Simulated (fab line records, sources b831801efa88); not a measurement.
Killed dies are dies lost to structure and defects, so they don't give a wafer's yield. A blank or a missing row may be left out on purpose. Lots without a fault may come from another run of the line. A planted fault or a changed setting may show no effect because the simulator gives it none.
Which tool did it? | flow sky130 | 10 lots, 30 wafers sampled, at 2 steps of a route of 708

WHAT THE GAUGES READ, wafer by wafer
SKY_METAL3_CD_MEAS_13: target cd 300 nm.
lot  | measured     | on        | cd_nm (nm)
L356 | day 39 00:57 | cd_sem-01 | 297.1 297.3 297.5
L355 | day 39 02:20 | cd_sem-02 | 298.7 297.9 298.7
L357 | day 39 06:49 | cd_sem-02 | 300.4 299.7 300.0
L359 | day 39 12:34 | cd_sem-01 | 299.3 300.6 299.3
L363 | day 41 07:31 | cd_sem-02 | 297.3 297.5 299.5
L370 | day 42 22:20 | cd_sem-02 | 300.9 301.5 301.0
L374 | day 44 00:28 | cd_sem-02 | 300.5 300.1 301.0
L376 | day 44 09:51 | cd_sem-02 | 299.4 300.5 300.3
L377 | day 44 20:06 | cd_sem-02 | 302.6 302.6 299.8
L378 | day 44 23:50 | cd_sem-02 | 298.7 299.1 299.7

WHICH TOOL RAN EACH LOT (tool, then ch and the chambers of the sampled wafers, then the start)
lot  | SKY_CAPM_STRIP_14
L356 | plasma_asher-04 ch 0,1, day 38 00:07
L355 | plasma_asher-04 ch 0,1, day 38 01:15
L357 | plasma_asher-04 ch 0,1, day 38 06:12
L359 | plasma_asher-04 ch 0,1, day 38 12:23
L363 | plasma_asher-04 ch 0,1, day 40 07:10
L370 | plasma_asher-02 ch 0, day 42 00:10
L374 | plasma_asher-02 ch 0,1, day 43 01:48
L376 | plasma_asher-02 ch 0, day 43 11:18
L377 | plasma_asher-01 ch 0,1, day 43 20:52
L378 | plasma_asher-04 ch 0,1, day 44 00:51
- SKY_CAPM_STRIP_14: strips in O2/N2.

THE ANSWER, worked out from the rows above alone
Rule: what is usual is taken from the lots themselves. Put in order of their means at a reading, lots are off if they are a third of the lots or fewer, leave a main group of 4 or more, and stand apart from it by a gap of 3 or more times the standard deviation of the main group's means; of several such gaps the widest counts. A main group whose means are all the same, to the digits that the tables above print for the reading, isn't used. A lot without any number at a reading at which 4 lots or more have one is off too. The other lots that the step has rows for count as sound.
No lot is off at any reading shown: from this, nothing can be told.

WHAT THE SIMULATOR HAD PUT IN
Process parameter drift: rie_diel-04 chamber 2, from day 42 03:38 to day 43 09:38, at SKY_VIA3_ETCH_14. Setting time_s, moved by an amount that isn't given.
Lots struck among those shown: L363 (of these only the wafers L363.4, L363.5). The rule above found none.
